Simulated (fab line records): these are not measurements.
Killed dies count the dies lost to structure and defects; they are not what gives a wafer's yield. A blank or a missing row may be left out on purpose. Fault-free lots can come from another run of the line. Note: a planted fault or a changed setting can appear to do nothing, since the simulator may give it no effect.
Problem report, 8D (eight disciplines) form, completed by code | flow sky130 | the parts of the form that need people (team, actions taken, sign-off) are left out

## 1. PROBLEM STATEMENT
run length s at SKY_POLY_GATE_ETCH_17 reads a mean of 87.2 s on 1 wafer of 1 lot; wafers without a fault read 98.9 s with a standard deviation of 0.44. That puts it -27 standard deviations away from the usual mean.
The step: etches poly-Si in HBr/Cl2, stops on SiO2, target depth 180 nm, time 70.5 s.
First seen on wafer L739.4, day 21 22:47, on rie si-01. Wafers with a number at this step in the record: 39, from 13 lots. By rule, "out" or "out of limits" means more than 4 standard deviations away from the usual mean. The rest of the wafers with a number are treated as sound.

## 2. WHAT IT IS; WHAT IT IS NOT
question                    | is                | is not
which readings at this step | run length s      | drypump motor current A, throttle valve pct
which lots                  | L739              | L726, L727, L728, L729, L730, L732, L733, L736, L737, L745, L748, L749
which wafers of those lots  | L739.4            | L739.2, L739.6
read on which tools         | rie si-01         | rie si-02
when                        | from day 21 22:47 | up to then (29 sound wafers); but 9 sound wafers of L745, L748, L749 came after

## 3. SUSPECTS, AND WHAT RULES EACH OUT
Counting: any tool at a process step up to the reading remains a suspect provided it ran every lot that is out. Sound lots after the first of them don't rule it out here, since some wafers of a struck lot are sound.
- plasma asher-01 at SKY_VT_ADJUST_HVTR_STRIP_10 (strips in O2/N2): kept. It processed L739, the lot that is out, at day 13 16:14, and its most recent sound lot before then was L737 at day 13 01:09.
- plasma asher-02 at SKY_GATE_OXIDE_STRIP_13 (strips in O2/N2): kept. It ran the lot that is out, L739 (day 19 02:31).
- rie si-01 at SKY_POLY_GATE_ETCH_17 (etches poly-Si in HBr/Cl2, stops on SiO2, target depth 180 nm, time 70.5 s): kept. It processed L739, the lot that is out, at day 21 22:47, and its most recent sound lot before then was L733 at day 19 23:03. Out on those wafers are its own readings of run length s.
- rie si-01, SKY_POLY_GATE_ETCH_17: wafers that are out in chamber 3, sound lot-mates in chambers 0, 1.
After the count, these remain: plasma asher-01 at SKY_VT_ADJUST_HVTR_STRIP_10, plasma asher-02 at SKY_GATE_OXIDE_STRIP_13 and rie si-01 at SKY_POLY_GATE_ETCH_17.

## 4. THE CAUSE (what the simulator had put in)
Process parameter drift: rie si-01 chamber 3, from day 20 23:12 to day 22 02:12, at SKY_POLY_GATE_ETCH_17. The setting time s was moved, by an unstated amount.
After counting, 3 suspects remain, this tool included.

## 5. THE CHAIN OF EFFECTS, in route order
One row per reading whose mean, taken over the struck wafers that have a number, lies over 3 standard deviations from the usual. Readings are gone through only where the record gives a usual standard deviation; hours: the median, over the lots, of the time from a lot's start at the first step in this table giving one to that lot's start at this step; sigmas: the change measured in usual standard deviations.
hours | step                   | reading                  | usual      | on struck wafers | change | sigmas
0     | SKY_POLY_GATE_ETCH_17  | oes product au           | 0.989 a.u. | 1.013            | +0.024 | +3.6
0     | SKY_POLY_GATE_ETCH_17  | run length s             | 98.9 s     | 87.2             | -11.7  | -27
0     | SKY_POLY_GATE_STRIP_18 | strip time to endpoint s | 3.16 s     | 3.31             | +0.15  | +4.4
Its process steps:
- SKY_POLY_GATE_ETCH_17: etches poly-Si in HBr/Cl2, stops on SiO2, target depth 180 nm, time 70.5 s.
- SKY_POLY_GATE_STRIP_18: strips in O2/N2.
Readings that are blank on the struck wafers while sound wafers have them: rf fwd power W at SKY_POLY_GATE_ETCH_17.
Later steps that measure or inspect, where all struck wafers having a row at the step show a number for every such reading and not one has moved that far: SKY_LDD_N_OVL_MEAS_07.

## 6. WHAT WOULD HAVE CAUGHT IT SOONER
In this record no reading fell out of limits until day 21 22:47, 24 hours after the fault had begun at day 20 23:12.
